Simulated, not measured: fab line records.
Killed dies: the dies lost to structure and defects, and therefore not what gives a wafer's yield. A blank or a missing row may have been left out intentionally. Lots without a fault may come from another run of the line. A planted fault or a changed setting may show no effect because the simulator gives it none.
Which tool is to blame? || flow sky130 || Sampling: 12 lots, 36 wafers, 5 of 708 route steps

== WHAT EACH GAUGE READ, for each wafer ==
SKY_LDD_HVP_OVL_MEAS_07.
{"lot": "L828", "measured": "day 21 12:25", "on": "overlay-02", "LDD_HVP_OVL (nm)": "1.2 1.0 1.4"}
{"lot": "L829", "measured": "day 22 05:42", "on": "overlay-01", "LDD_HVP_OVL (nm)": "0.8 0.0 0.7"}
{"lot": "L830", "measured": "day 22 14:04", "on": "overlay-01", "LDD_HVP_OVL (nm)": "-0.9 -3.3 -1.0"}
{"lot": "L832", "measured": "day 23 03:47", "on": "overlay-01", "LDD_HVP_OVL (nm)": "-1.5 1.4 0.6"}
{"lot": "L833", "measured": "day 23 17:27", "on": "overlay-01", "LDD_HVP_OVL (nm)": "-0.2 -0.1 0.2"}
{"lot": "L835", "measured": "day 24 11:32", "on": "overlay-01", "LDD_HVP_OVL (nm)": "2.3 4.2 1.8"}
{"lot": "L837", "measured": "day 24 23:59", "on": "overlay-01", "LDD_HVP_OVL (nm)": "1.8 0.2 0.8"}
{"lot": "L842", "measured": "day 26 19:54", "on": "overlay-01", "LDD_HVP_OVL (nm)": "-2.2 -1.0 -2.3"}
{"lot": "L844", "measured": "day 27 10:42", "on": "overlay-02", "LDD_HVP_OVL (nm)": "-1.3 -1.0 -2.1"}
{"lot": "L847", "measured": "day 28 21:59", "on": "overlay-02", "LDD_HVP_OVL (nm)": "-2.4 -3.0 -2.7"}
{"lot": "L848", "measured": "day 28 23:21", "on": "overlay-01", "LDD_HVP_OVL (nm)": "-2.8 -3.1 -2.8"}
{"lot": "L849", "measured": "day 29 00:47", "on": "overlay-02", "LDD_HVP_OVL (nm)": "-3.5 -2.4 -1.6"}

SKY_SD_P_CD_MEAS_07 targets a cd of 380 nm.
{"lot": "L828", "measured": "day 25 08:57", "on": "cd_sem-02", "cd_nm (nm)": "380.7 379.4 381.4"}
{"lot": "L829", "measured": "day 26 02:39", "on": "cd_sem-02", "cd_nm (nm)": "383.1 380.3 381.8"}
{"lot": "L830", "measured": "day 26 08:47", "on": "cd_sem-01", "cd_nm (nm)": "377.8 380.5 380.1"}
{"lot": "L832", "measured": "day 27 01:02", "on": "cd_sem-01", "cd_nm (nm)": "378.0 379.1 380.9"}
{"lot": "L833", "measured": "day 27 13:38", "on": "cd_sem-02", "cd_nm (nm)": "383.2 385.5 384.5"}
{"lot": "L835", "measured": "day 28 05:20", "on": "cd_sem-02", "cd_nm (nm)": "379.4 381.2 381.4"}
{"lot": "L837", "measured": "day 28 17:30", "on": "cd_sem-02", "cd_nm (nm)": "380.8 379.6 378.8"}
{"lot": "L842", "measured": "day 30 10:46", "on": "cd_sem-02", "cd_nm (nm)": "381.9 383.0 381.8"}
{"lot": "L844", "measured": "day 31 01:34", "on": "cd_sem-02", "cd_nm (nm)": "385.3 383.4 387.6"}
{"lot": "L847", "measured": "day 32 09:00", "on": "cd_sem-02", "cd_nm (nm)": "382.6 383.8 384.9"}
{"lot": "L848", "measured": "day 32 10:47", "on": "cd_sem-02", "cd_nm (nm)": "382.2 378.1 380.9"}
{"lot": "L849", "measured": "day 32 13:24", "on": "cd_sem-02", "cd_nm (nm)": "382.1 381.2 379.6"}

SKY_METAL1_OVL_MEAS_16.
{"lot": "L828", "measured": "day 32 15:03", "on": "overlay-02", "METAL1_OVL (nm)": "3 8 3"}
{"lot": "L829", "measured": "day 33 06:20", "on": "overlay-02", "METAL1_OVL (nm)": "12 6 -4"}
{"lot": "L830", "measured": "day 33 11:14", "on": "overlay-02", "METAL1_OVL (nm)": "-8 -10 -15"}
{"lot": "L832", "measured": "day 34 02:15", "on": "overlay-02", "METAL1_OVL (nm)": "4 5 2"}
{"lot": "L833", "measured": "day 34 13:10", "on": "overlay-02", "METAL1_OVL (nm)": "4 -8 5"}
{"lot": "L835", "measured": "day 35 04:45", "on": "overlay-02", "METAL1_OVL (nm)": "-1 -3 -6"}
{"lot": "L837", "measured": "day 35 16:14", "on": "overlay-02", "METAL1_OVL (nm)": "-1 4 -10"}
{"lot": "L842", "measured": "day 37 08:56", "on": "overlay-01", "METAL1_OVL (nm)": "-3 4 -5"}
{"lot": "L844", "measured": "day 37 20:53", "on": "overlay-01", "METAL1_OVL (nm)": "5 -6 4"}
{"lot": "L847", "measured": "day 39 04:36", "on": "overlay-02", "METAL1_OVL (nm)": "-6 -3 1"}
{"lot": "L848", "measured": "day 39 06:26", "on": "overlay-02", "METAL1_OVL (nm)": "2 1 12"}
{"lot": "L849", "measured": "day 39 10:50", "on": "overlay-02", "METAL1_OVL (nm)": "-9 2 -1"}

SKY_METAL5_THK_MEAS_06: measures by xrf.
{"lot": "L828", "measured": "day 42 22:20", "on": "film_metro-02", "METAL5_ALCU_THK (nm)": "1142 1160 1152"}
{"lot": "L829", "measured": "day 43 12:00", "on": "film_metro-02", "METAL5_ALCU_THK (nm)": "1143 1155 1151"}
{"lot": "L830", "measured": "day 43 16:29", "on": "film_metro-01", "METAL5_ALCU_THK (nm)": "1163 1158 1160"}
{"lot": "L832", "measured": "day 44 04:05", "on": "film_metro-01", "METAL5_ALCU_THK (nm)": "1116 1133 1126"}
{"lot": "L833", "measured": "day 44 15:17", "on": "film_metro-02", "METAL5_ALCU_THK (nm)": "1144 1144 1126"}
{"lot": "L835", "measured": "day 45 02:45", "on": "film_metro-01", "METAL5_ALCU_THK (nm)": "1140 1136 1145"}
{"lot": "L837", "measured": "day 45 13:41", "on": "film_metro-02", "METAL5_ALCU_THK (nm)": "1141 1145 1154"}
{"lot": "L842", "measured": "day 46 21:33", "on": "film_metro-01", "METAL5_ALCU_THK (nm)": "1156 1155 1075"}
{"lot": "L844", "measured": "day 47 05:00", "on": "film_metro-02", "METAL5_ALCU_THK (nm)": "1057 1125 1127"}
{"lot": "L847", "measured": "day 48 04:30", "on": "film_metro-02", "METAL5_ALCU_THK (nm)": "1143 1126 1146"}
{"lot": "L848", "measured": "day 48 05:31", "on": "film_metro-01", "METAL5_ALCU_THK (nm)": "1167 1160 1172"}
{"lot": "L849", "measured": "day 48 10:17", "on": "film_metro-02", "METAL5_ALCU_THK (nm)": "1139 1141 1146"}

== TOOL THAT RAN EACH LOT (tool first, then ch and the chambers of the sampled wafers, then the start) ==
{"lot": "L828", "SKY_METAL5_SPUTTER_04": "pvd_sputter-02, day 42 22:10"}
{"lot": "L829", "SKY_METAL5_SPUTTER_04": "pvd_sputter-04, day 43 11:50"}
{"lot": "L830", "SKY_METAL5_SPUTTER_04": "pvd_sputter-02, day 43 16:19"}
{"lot": "L832", "SKY_METAL5_SPUTTER_04": "pvd_sputter-02, day 44 03:55"}
{"lot": "L833", "SKY_METAL5_SPUTTER_04": "pvd_sputter-04, day 44 15:05"}
{"lot": "L835", "SKY_METAL5_SPUTTER_04": "pvd_sputter-03, day 45 02:34"}
{"lot": "L837", "SKY_METAL5_SPUTTER_04": "pvd_sputter-02, day 45 13:31"}
{"lot": "L842", "SKY_METAL5_SPUTTER_04": "pvd_sputter-02, day 46 21:23"}
{"lot": "L844", "SKY_METAL5_SPUTTER_04": "pvd_sputter-02, day 47 04:50"}
{"lot": "L847", "SKY_METAL5_SPUTTER_04": "pvd_sputter-03, day 48 04:20"}
{"lot": "L848", "SKY_METAL5_SPUTTER_04": "pvd_sputter-03, day 48 05:20"}
{"lot": "L849", "SKY_METAL5_SPUTTER_04": "pvd_sputter-03, day 48 10:07"}
- SKY_METAL5_SPUTTER_04: material TiN, target thk 70 nm, time 58.3 s.

== WHAT THE TOOLS THEMSELVES READ (means of the sampled wafers that have a number; where no wafer has one, the mark that the record gives instead) ==
SKY_METAL5_SPUTTER_04.
{"lot": "L828", "tool": "pvd_sputter-02", "throttle_valve_pct (%)": 28.2}
{"lot": "L829", "tool": "pvd_sputter-04", "throttle_valve_pct (%)": 30.0}
{"lot": "L830", "tool": "pvd_sputter-02", "throttle_valve_pct (%)": 27.9}
{"lot": "L832", "tool": "pvd_sputter-02", "throttle_valve_pct (%)": 30.0}
{"lot": "L833", "tool": "pvd_sputter-04", "throttle_valve_pct (%)": 29.2}
{"lot": "L835", "tool": "pvd_sputter-03", "throttle_valve_pct (%)": 29.1}
{"lot": "L837", "tool": "pvd_sputter-02", "throttle_valve_pct (%)": 29.9}
{"lot": "L842", "tool": "pvd_sputter-02", "throttle_valve_pct (%)": 28.5}
{"lot": "L844", "tool": "pvd_sputter-02", "throttle_valve_pct (%)": 28.5}
{"lot": "L847", "tool": "pvd_sputter-03", "throttle_valve_pct (%)": 28.8}
{"lot": "L848", "tool": "pvd_sputter-03", "throttle_valve_pct (%)": 30.1}
{"lot": "L849", "tool": "pvd_sputter-03", "throttle_valve_pct (%)": 30.7}

== THE ANSWER, worked out from the rows above alone ==
Rule: usual is defined by the lots themselves. The widest of any qualifying gaps counts: lots, ordered by their means at a reading, are off when they make up no more than a third of the lots, leave a main group of 4 or more, and stand apart from it by 3 or more times the standard deviation of that group's means. A main group whose means are all the same, to the digits that the tables above print for the reading, isn't used. Also off: a lot with no number at a reading for which 4 or more lots have one. The other lots that the step has rows for count as sound. Order of review: gauges by route order, followed by the tools' own readings, for which a lot's mean as printed above is used. The first step at which some lot is off is used, and at that step the reading that is off furthest; a lot without a number counts as furthest.
Nothing can be told from this: no lot is off at any reading shown.

== WHAT THE SIMULATOR PUT IN ==
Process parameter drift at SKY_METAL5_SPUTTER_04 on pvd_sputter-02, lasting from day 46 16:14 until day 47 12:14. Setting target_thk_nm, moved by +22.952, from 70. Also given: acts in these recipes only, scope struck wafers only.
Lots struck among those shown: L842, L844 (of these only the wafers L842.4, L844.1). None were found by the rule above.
